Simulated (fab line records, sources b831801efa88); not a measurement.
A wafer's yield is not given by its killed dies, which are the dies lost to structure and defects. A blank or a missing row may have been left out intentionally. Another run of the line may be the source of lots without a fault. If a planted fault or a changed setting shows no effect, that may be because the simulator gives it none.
Check for tools in common + flow gf180mcu + Sample size 13 lots and 39 wafers

## WHAT PROMPTED THE OPENING
At GF_SALICIDE_RS_MEAS_04 the reading SALICIDE_TIN_RS is flagged on 2 of 13 lots. Wafers without a fault read 16.32 ohm/sq, standard deviation 0.29.
Rule: flag the lot when none of its wafers has a number, or when each of its wafers that has one lies beyond 4 standard deviations from that mean. As for the other lots, they are considered sound.

| lot  | measured     | on            | SALICIDE_TIN_RS (ohm/sq), wafer by wafer | flag    |
|------|--------------|---------------|------------------------------------------|---------|
| L466 | day 15 02:55 | film-metro-01 | 16.76 16.55 16.73                        |         |
| L467 | day 15 12:11 | film-metro-01 | 16.57 16.14 16.16                        |         |
| L468 | day 15 22:35 | film-metro-01 | 16.48 16.62 16.84                        |         |
| L469 | day 16 10:16 | film-metro-04 | 16.45 16.10 16.49                        |         |
| L474 | day 18 08:22 | film-metro-01 | 8.23 8.32 8.45                           | FLAGGED |
| L476 | day 19 23:55 | film-metro-02 | 8.36 8.28 8.38                           | FLAGGED |
| L482 | day 21 12:02 | film-metro-04 | 16.46 16.13 16.08                        |         |
| L481 | day 21 13:31 | film-metro-01 | 16.43 16.50 16.66                        |         |
| L485 | day 22 01:11 | film-metro-01 | 16.75 16.46 16.14                        |         |
| L484 | day 22 08:14 | film-metro-01 | 16.42 16.11 16.25                        |         |
| L486 | day 22 16:11 | film-metro-04 | 16.56 16.28 16.17                        |         |
| L487 | day 22 22:34 | film-metro-01 | 16.85 16.81 16.91                        |         |
| L488 | day 23 04:38 | film-metro-02 | 15.93 15.97 16.05                        |         |
On average the flagged lots' numbers are 8.34 ohm/sq, which is -7.98 ohm/sq against the usual, or -28 standard deviations.

## LOT BY LOT: THE TOOL USED
The record keeps 1 process step preceding the reading, out of 602 steps on the route. Cell contents, in order: the tool; ch with the chambers the sampled wafers went through; the start.
| lot  | flag    | GF_SALICIDE_SPUTTER_02       |
|------|---------|------------------------------|
| L466 |         | pvd-sputter-01, day 15 02:52 |
| L467 |         | pvd-sputter-03, day 15 12:07 |
| L468 |         | pvd-sputter-03, day 15 22:32 |
| L469 |         | pvd-sputter-03, day 16 10:13 |
| L474 | FLAGGED | pvd-sputter-03, day 18 08:07 |
| L476 | FLAGGED | pvd-sputter-02, day 19 23:40 |
| L482 |         | pvd-sputter-02, day 21 11:58 |
| L481 |         | pvd-sputter-03, day 21 13:28 |
| L485 |         | pvd-sputter-01, day 22 01:08 |
| L484 |         | pvd-sputter-02, day 22 08:11 |
| L486 |         | pvd-sputter-01, day 22 16:08 |
| L487 |         | pvd-sputter-02, day 22 22:30 |
| L488 |         | pvd-sputter-02, day 23 04:32 |
What the steps here do:
- GF_SALICIDE_SPUTTER_02: material Co, target thk 10 nm, time 20 s.
- GF_SALICIDE_RS_MEAS_04: measures by four-point-probe.

## FLAGGED AGAINST TOTAL, ONE TOOL AT A TIME (gauges that did the reading follow at the end)
| step                   | tool           | lots run | flagged | share of the flagged lots | sound lots run after its first flagged lot |
|------------------------|----------------|----------|---------|---------------------------|--------------------------------------------|
| GF_SALICIDE_SPUTTER_02 | pvd-sputter-01 | 3        | 0       | none                      | -                                          |
| GF_SALICIDE_SPUTTER_02 | pvd-sputter-02 | 5        | 1       | some                      | 4 (L482,L484,L487,L488)                    |
| GF_SALICIDE_SPUTTER_02 | pvd-sputter-03 | 5        | 1       | some                      | 1 (L481)                                   |
| GF_SALICIDE_RS_MEAS_04 | film-metro-01  | 8        | 1       | some                      | 4 (L481,L485,L484,L487)                    |
| GF_SALICIDE_RS_MEAS_04 | film-metro-02  | 2        | 1       | some                      | 1 (L488)                                   |
| GF_SALICIDE_RS_MEAS_04 | film-metro-04  | 3        | 0       | none                      | -                                          |

## WHAT THE TABLE PERMITS
No row of the table ran every flagged lot.

## WHAT THE SIMULATOR PUT IN
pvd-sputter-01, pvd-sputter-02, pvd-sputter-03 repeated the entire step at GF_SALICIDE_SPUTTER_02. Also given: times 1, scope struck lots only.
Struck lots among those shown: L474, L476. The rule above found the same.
